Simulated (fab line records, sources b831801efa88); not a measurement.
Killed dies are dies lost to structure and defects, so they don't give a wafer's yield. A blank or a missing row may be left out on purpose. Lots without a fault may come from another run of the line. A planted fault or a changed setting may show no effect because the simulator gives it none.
Which tool did it? | flow sky130 | 14 lots, 42 wafers sampled, at 3 steps of a route of 708

WHAT THE GAUGES READ, wafer by wafer
SKY_VIA2_OVL_MEAS_13.
lot  | measured     | on         | VIA2_OVL (nm)
L465 | day 36 09:18 | overlay-01 | -4 4 -8
L467 | day 38 10:11 | overlay-01 | 0 -9 -11
L466 | day 38 10:55 | overlay-02 | 3 -1 -3
L468 | day 38 11:20 | overlay-02 | 1 0 4
L470 | day 38 12:56 | overlay-02 | -1 -9 3
L469 | day 38 16:56 | overlay-02 | -2 -5 3
L473 | day 39 01:28 | overlay-01 | -1 -6 8
L472 | day 39 04:53 | overlay-01 | 0 2 8
L480 | day 41 12:33 | overlay-02 | 10 -1 6
L482 | day 41 22:51 | overlay-02 | -11 -1 1
L481 | day 42 01:03 | overlay-02 | -7 -1 -1
L483 | day 42 09:56 | overlay-01 | -2 -3 -11
L485 | day 42 11:08 | overlay-02 | 0 -8 4
L487 | day 43 01:59 | overlay-01 | 3 -3 6

WHICH TOOL RAN EACH LOT (tool, then ch and the chambers of the sampled wafers, then the start)
lot  | SKY_METAL1_SPUTTER_03        | SKY_METAL2_SPUTTER_02
L465 | pvd_sputter-03, day 31 17:45 | pvd_sputter-04, day 34 02:39
L467 | pvd_sputter-04, day 33 19:43 | pvd_sputter-04, day 36 03:53
L466 | pvd_sputter-01, day 33 20:59 | pvd_sputter-01, day 36 04:12
L468 | pvd_sputter-03, day 33 21:33 | pvd_sputter-04, day 36 05:09
L470 | pvd_sputter-01, day 33 21:56 | pvd_sputter-02, day 36 06:39
L469 | pvd_sputter-03, day 34 01:11 | pvd_sputter-02, day 36 09:42
L473 | pvd_sputter-04, day 34 13:45 | pvd_sputter-01, day 36 20:18
L472 | pvd_sputter-03, day 34 14:41 | pvd_sputter-04, day 36 22:14
L480 | pvd_sputter-01, day 37 02:05 | pvd_sputter-04, day 39 09:50
L482 | pvd_sputter-01, day 37 14:40 | pvd_sputter-01, day 39 20:10
L481 | pvd_sputter-04, day 37 17:26 | pvd_sputter-02, day 39 23:08
L483 | pvd_sputter-04, day 38 01:43 | pvd_sputter-02, day 40 06:39
L485 | pvd_sputter-03, day 38 02:47 | pvd_sputter-04, day 40 08:04
L487 | pvd_sputter-04, day 38 20:11 | pvd_sputter-01, day 41 00:31
- SKY_METAL1_SPUTTER_03: material Ti, target thk 5 nm, time 3.3 s.
- SKY_METAL2_SPUTTER_02: material AlCu, target thk 250 nm, time 13.3 s.

WHAT THE TOOLS THEMSELVES READ (means of the sampled wafers that have a number; where no wafer has one, the mark that the record gives instead)
SKY_METAL1_SPUTTER_03.
lot  | tool           | throttle_valve_pct (%)
L465 | pvd_sputter-03 | 28.9
L467 | pvd_sputter-04 | 30.7
L466 | pvd_sputter-01 | 29.8
L468 | pvd_sputter-03 | 29.8
L470 | pvd_sputter-01 | 29.8
L469 | pvd_sputter-03 | 29.1
L473 | pvd_sputter-04 | 30.7
L472 | pvd_sputter-03 | 28.9
L480 | pvd_sputter-01 | 29.2
L482 | pvd_sputter-01 | 28.9
L481 | pvd_sputter-04 | 30.8
L483 | pvd_sputter-04 | 30.3
L485 | pvd_sputter-03 | 29.9
L487 | pvd_sputter-04 | 30.5

SKY_METAL2_SPUTTER_02.
lot  | tool           | throttle_valve_pct (%)
L465 | pvd_sputter-04 | 30.7
L467 | pvd_sputter-04 | 30.8
L466 | pvd_sputter-01 | 29.1
L468 | pvd_sputter-04 | 30.8
L470 | pvd_sputter-02 | 29.6
L469 | pvd_sputter-02 | 29.9
L473 | pvd_sputter-01 | 29.2
L472 | pvd_sputter-04 | 30.5
L480 | pvd_sputter-04 | 31.1
L482 | pvd_sputter-01 | 29.8
L481 | pvd_sputter-02 | 30.2
L483 | pvd_sputter-02 | 29.6
L485 | pvd_sputter-04 | 31.0
L487 | pvd_sputter-01 | 29.4

THE ANSWER, worked out from the rows above alone
Rule: what is usual is taken from the lots themselves. Put in order of their means at a reading, lots are off if they are a third of the lots or fewer, leave a main group of 4 or more, and stand apart from it by a gap of 3 or more times the standard deviation of the main group's means; of several such gaps the widest counts. A main group whose means are all the same, to the digits that the tables above print for the reading, isn't used. A lot without any number at a reading at which 4 lots or more have one is off too. The other lots that the step has rows for count as sound. The gauges are gone through in route order, then the tools' own readings, and for those a lot's mean is taken as printed above. The first step at which some lot is off is used, and at that step the reading that is off furthest; a lot without a number counts as furthest.
No lot is off at any reading shown: from this, nothing can be told.

WHAT THE SIMULATOR HAD PUT IN
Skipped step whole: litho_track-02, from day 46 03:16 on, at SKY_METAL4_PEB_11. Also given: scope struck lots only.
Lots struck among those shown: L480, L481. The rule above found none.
